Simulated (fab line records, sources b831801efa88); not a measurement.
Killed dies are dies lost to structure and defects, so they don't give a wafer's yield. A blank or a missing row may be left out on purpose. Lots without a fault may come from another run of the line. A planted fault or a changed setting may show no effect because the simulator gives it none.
Which tool did it? | flow sky130 | 13 lots, 39 wafers sampled, at 3 steps of a route of 708

WHAT THE GAUGES READ, wafer by wafer
SKY_VIA4_RS_MEAS_19: measures by four-point-probe. Usual: VIA4_W_RS 0.2275 ohm/sq, standard deviation 0.0024.
lot  | measured     | on            | VIA4_W_RS (ohm/sq)   | flag
L732 | day 43 07:31 | film_metro-04 | 0.2310 0.2311 0.2311 |
L733 | day 43 14:09 | film_metro-04 | 0.2247 0.2265 0.2258 |
L736 | day 44 19:17 | film_metro-04 | 0.2275 0.2281 0.2292 |
L738 | day 45 02:42 | film_metro-04 | 0.2257 0.2276 0.2274 |
L741 | day 45 16:58 | film_metro-04 | 0.2268 0.2310 0.2286 |
L744 | day 46 21:25 | film_metro-03 | 0.2274 0.2285 0.2276 |
L743 | day 46 20:38 | film_metro-04 | 0.2262 0.2224 0.2264 |
L747 | day 47 08:34 | film_metro-04 | 0.2261 0.2260 0.2281 |
L748 | day 47 14:43 | film_metro-04 | 0.2266 0.2256 0.2302 |
L749 | day 47 18:35 | film_metro-03 | 0.2232 0.2266 0.2273 |
L750 | day 48 01:04 | film_metro-02 | 0.2328 0.2289 0.2310 |
L752 | day 48 17:10 | film_metro-04 | 0.2286 0.2228 0.2250 |
L753 | day 48 20:17 | film_metro-03 | 0.2282 0.2266 0.2281 |

SKY_VIA4_THK_MEAS_20: measures by xrf. Usual: VIA4_W_THK 515 nm, standard deviation 6.
lot  | measured     | on            | VIA4_W_THK (nm) | flag
L732 | day 43 07:37 | film_metro-04 | 505 508 507     |
L733 | day 43 14:16 | film_metro-04 | 520 519 521     |
L736 | day 44 19:24 | film_metro-04 | 512 506 508     |
L738 | day 45 02:48 | film_metro-04 | 517 516 515     |
L741 | day 45 17:05 | film_metro-04 | 517 509 516     |
L744 | day 46 21:31 | film_metro-03 | 517 514 519     |
L743 | day 46 20:46 | film_metro-04 | 516 525 515     |
L747 | day 47 08:41 | film_metro-04 | 516 520 515     |
L748 | day 47 14:50 | film_metro-04 | 518 514 514     |
L749 | day 47 18:42 | film_metro-03 | 528 519 516     |
L750 | day 48 01:10 | film_metro-02 | 507 518 510     |
L752 | day 48 17:17 | film_metro-04 | 519 525 525     |
L753 | day 48 20:24 | film_metro-03 | 516 519 519     |

WHICH TOOL RAN EACH LOT (tool, then ch and the chambers of the sampled wafers, then the start)
lot  | SKY_CONTACT_CVD_24
L732 | cvd_w-02 ch 0,1, day 32 04:24
L733 | cvd_w-02 ch 0,1, day 32 10:51
L736 | cvd_w-02 ch 0, day 33 20:27
L738 | cvd_w-02 ch 0,1, day 34 06:39
L741 | cvd_w-01 ch 0,1, day 35 02:22
L744 | cvd_w-02 ch 0,1, day 36 13:14
L743 | cvd_w-01 ch 1, day 36 13:25
L747 | cvd_w-02 ch 0,1, day 37 03:12
L748 | cvd_w-02 ch 0,1, day 37 10:57
L749 | cvd_w-02 ch 0,1, day 37 12:30
L750 | cvd_w-02 ch 0,1, day 37 22:54
L752 | cvd_w-02 ch 1, day 38 21:40
L753 | cvd_w-02 ch 0,1, day 39 00:28
- SKY_CONTACT_CVD_24: deposits W, target thk 340 nm, time 102.12 s.

WHAT THE TOOLS THEMSELVES READ (means of the sampled wafers that have a number; where no wafer has one, the mark that the record gives instead)
SKY_CONTACT_CVD_24. Usual: heater_power_w 838 W, standard deviation 100.
lot  | tool     | heater_power_w (W) | flag
L732 | cvd_w-02 | 866                |
L733 | cvd_w-02 | 874                |
L736 | cvd_w-02 | 720                |
L738 | cvd_w-02 | 803                |
L741 | cvd_w-01 | 799                |
L744 | cvd_w-02 | 883                |
L743 | cvd_w-01 | 765                |
L747 | cvd_w-02 | 805                |
L748 | cvd_w-02 | 813                |
L749 | cvd_w-02 | 867                |
L750 | cvd_w-02 | 798                |
L752 | cvd_w-02 | 950                |
L753 | cvd_w-02 | 876                |

THE ANSWER, worked out from the rows above alone
Rule: a lot is off if the mean of its wafers that have a number lies more than 3 standard deviations from the usual mean. A lot without any number at a reading at which 4 lots or more have one is off too. The other lots that the step has rows for count as sound. The gauges are gone through in route order, then the tools' own readings, and for those a lot's mean is taken as printed above. The first step at which some lot is off is used, and at that step the reading that is off furthest; a lot without a number counts as furthest.
No lot is off at any reading shown: from this, nothing can be told.

WHAT THE SIMULATOR HAD PUT IN
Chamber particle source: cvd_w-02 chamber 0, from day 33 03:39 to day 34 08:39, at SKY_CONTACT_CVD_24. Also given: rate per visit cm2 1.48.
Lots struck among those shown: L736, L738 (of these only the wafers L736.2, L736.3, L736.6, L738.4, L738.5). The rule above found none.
